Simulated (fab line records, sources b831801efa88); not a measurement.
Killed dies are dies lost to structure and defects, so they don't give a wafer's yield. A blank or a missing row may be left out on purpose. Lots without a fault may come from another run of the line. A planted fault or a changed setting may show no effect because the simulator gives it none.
One fault seen from 2 desks | flow sky130 | each desk has only its own numbers; what lay behind them comes last

THE TOOL OWNER'S DESK: wet_bench-04
The tool's own readings at SKY_VIA2_STRIP_17 (strips in post etch residue remover, time 1200 s): means of the sampled wafers that have a number, for each lot that ran on this tool. A lot is out of limits, marked OUT, if its mean lies more than 4 standard deviations from the usual mean; the brackets give that distance.
Columns: A = bath_guard_temp_C at SKY_VIA2_STRIP_17, usual 72.8 C; B = bath_heat_duty_pct at SKY_VIA2_STRIP_17, usual 14.9 %
lot  | first seen here | A    | B
L677 | day 36 20:55    | 73.8 | 14.2
L692 | day 41 03:08    | 73.6 | 14.1
L695 | day 42 07:13    | 72.9 | 11.7
L698 | day 42 18:28    | 73.5 | 14.3
This desk's finding: nothing out of limits on any of the 4 lots.

THE METROLOGY DESK
What the gauges read, lot by lot, whatever tool the lot ran on: means of the sampled wafers that have a number. A lot is out of limits, marked OUT, if its mean lies more than 4 standard deviations from the usual mean; the brackets give that distance.
Columns: A = METAL2_OVL at SKY_METAL2_OVL_MEAS_16, usual 4 nm; B = VIA2_W_RS at SKY_VIA2_RS_MEAS_22, usual 0.271 ohm/sq; C = VIA2_W_THK at SKY_VIA2_THK_MEAS_23, usual 432 nm
lot  | first seen here | A  | B     | C
L677 | day 35 17:00    | 3  | 0.273 | 430
L679 | day 36 10:31    | 3  | 0.268 | 437
L680 | day 36 12:18    | 6  | 0.269 | 434
L685 | day 37 20:31    | 4  | 0.270 | 432
L686 | day 38 07:42    | 10 | 0.271 | 430
L690 | day 39 11:48    | 9  | 0.273 | 436
L691 | day 39 15:33    | 17 | 0.271 | 439
L692 | day 40 01:18    | 1  | 0.274 | 432
L693 | day 40 06:40    | 2  | 0.270 | 432
L694 | day 41 00:25    | -2 | 0.272 | 426
L695 | day 41 06:05    | 2  | 0.268 | 429
L696 | day 41 06:22    | 8  | 0.273 | 424
L698 | day 41 16:58    | -3 | 0.278 | 421
L699 | day 42 02:41    | -2 | 0.274 | 429
This desk's finding: nothing out of limits on any of the 14 lots.

PUT TOGETHER
The tool owner's desk saw nothing out of limits.
The metrology desk saw nothing out of limits.

WHAT THE SIMULATOR HAD PUT IN
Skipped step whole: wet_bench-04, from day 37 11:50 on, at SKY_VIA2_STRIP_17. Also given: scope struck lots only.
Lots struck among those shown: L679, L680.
